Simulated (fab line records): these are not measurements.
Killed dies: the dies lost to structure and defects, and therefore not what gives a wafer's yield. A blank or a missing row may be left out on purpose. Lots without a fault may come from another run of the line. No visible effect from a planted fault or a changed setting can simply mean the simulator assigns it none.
Comparing a struck lot with a sound one + flow sky130 + 14 out of 708 route steps
Sound: these wafers, L776.1, L776.2, L776.5. Struck: wafer L787.1 (left out: L787.3, a lot-mate that was not struck); the cause follows at the end.
At each step with rows: each side's tool, then ch and its chambers, then its first start. Under that, the readings that differ: sound wafers + struck wafers + difference of the means + sigmas: that difference in standard deviations of wafers without a fault.
alike: readings with means less than 2 such deviations apart, plus words and numbers identical on both sides. not compared: withheld readings, readings lacking a value on some wafer, bounds such as >300 that could conceal the same value, and numbers that have no deviation in the record and whose values overlap.
A row with sigmas, a row that says differs or no value, or rows on one side alone: a step with any of these is where the two part. Non-overlapping numbers with no deviation appear without sigmas and do not part them. A reading missing from all wafers of one side parts the sides only when that side holds two or more wafers.

SKY_NWELL_OVL_MEAS_23:
  sound: overlay-02 at day 5 21:09; struck: overlay-01 at day 8 18:03
  alike: NWELL_01_OVL
after that, 1 step had no rows for these wafers: SKY_NWELL_IMPLANT_24.
SKY_NWELL_STRIP_25: strips in O2/N2.
  sound on plasma-asher-02 ch 0,1, day 5 21:20; struck on plasma-asher-02 ch 1, day 8 18:14
  alike: drypump-motor-current-A, n2-flow-sccm, oes-product-au, strip-time-to-endpoint-s
  not compared: rf-hours-counter-h
SKY_NWELL_TW_MEAS_26:
  sound: film-metro-02 at day 5 21:26; struck: film-metro-01 at day 8 18:20
  alike: NWELL_2_TW
then, 1 step without rows for these wafers: SKY_NWELL_CLEAN_27 (cleans in SC1/SC2, time 150 s).
SKY_NWELL_RTA_28: time 30 s.
  sound on rtp-anneal-02 ch 0, day 5 21:33; struck on rtp-anneal-02 ch 0, day 8 18:27
| reading            | sound             | struck | difference | sigmas |
|--------------------|-------------------|--------|------------|--------|
| lamp-power-pct (%) | 25.31 25.28 25.40 | 25.44  | +0.11      | +2     |
  alike: wafer_temp_C_max
SKY_NWELL_RS_MEAS_29: measurement is done with a four-point probe.
  sound: film-metro-03 at day 5 21:39; struck: film-metro-02 at day 8 18:33
  alike: NWELL_RS
SKY_NWELL_RS_MEAS_31: measurement is done with a four-point probe.
  sound: film-metro-03 at day 5 21:53; struck: film-metro-02 at day 8 18:47
| reading          | sound          | struck | difference | sigmas |
|------------------|----------------|--------|------------|--------|
| PWDE_RS (ohm/sq) | 5255 5258 5285 | 5233   | -33        | -2     |
then, 3 steps without rows for these wafers: SKY_VT_ADJUST_HVTP_DEHYDRATE_00 (time 60 s); SKY_VT_ADJUST_HVTP_HMDS_01 (prime time 60 s); SKY_VT_ADJUST_HVTP_COAT_02 (resist thk 1140 nm).
SKY_VT_ADJUST_HVTP_SOFTBAKE_03: time 60 s.
  sound on litho-track-04 ch 0, day 6 06:56; struck on litho-track-04 ch 0, day 9 05:32
| reading          | sound          | struck | difference | sigmas |
|------------------|----------------|--------|------------|--------|
| run-length-s (s) | 89.4 89.7 89.4 | 106.0  | +16.5      | +45    |
  alike: plate-temp-C
then, 1 step without rows for these wafers: SKY_VT_ADJUST_HVTP_EXPOSE_04 (exposes mask HVTPM, target cd 380 nm).
-- a jump in the record: the struck wafers' starts before and after are 40 days apart (it breaks off in module VT_ADJUST_HVTP and resumes in module PAD_OPEN, where the first step shown is number 708 of the route) --
SKY_PAD_OPEN_PROBE_99:
  sound: prober-01 at day 46 11:44; struck: prober-02 at day 49 07:22
| reading            | sound    | struck | difference | sigmas |
|--------------------|----------|--------|------------|--------|
| killed_at_M0_to_M3 | 52 70 49 | 39     | -18        | -3     |
  alike: killed_at_M4_up, killed-at-contacts, killed-at-front-end, killed-at-other, killed-dies, killed-open, killed-short

## WHERE THEY PART
Last at SKY_PAD_OPEN_PROBE_99 as far as this record goes, first at SKY_NWELL_RTA_28.

WHY: the cause the simulator had injected
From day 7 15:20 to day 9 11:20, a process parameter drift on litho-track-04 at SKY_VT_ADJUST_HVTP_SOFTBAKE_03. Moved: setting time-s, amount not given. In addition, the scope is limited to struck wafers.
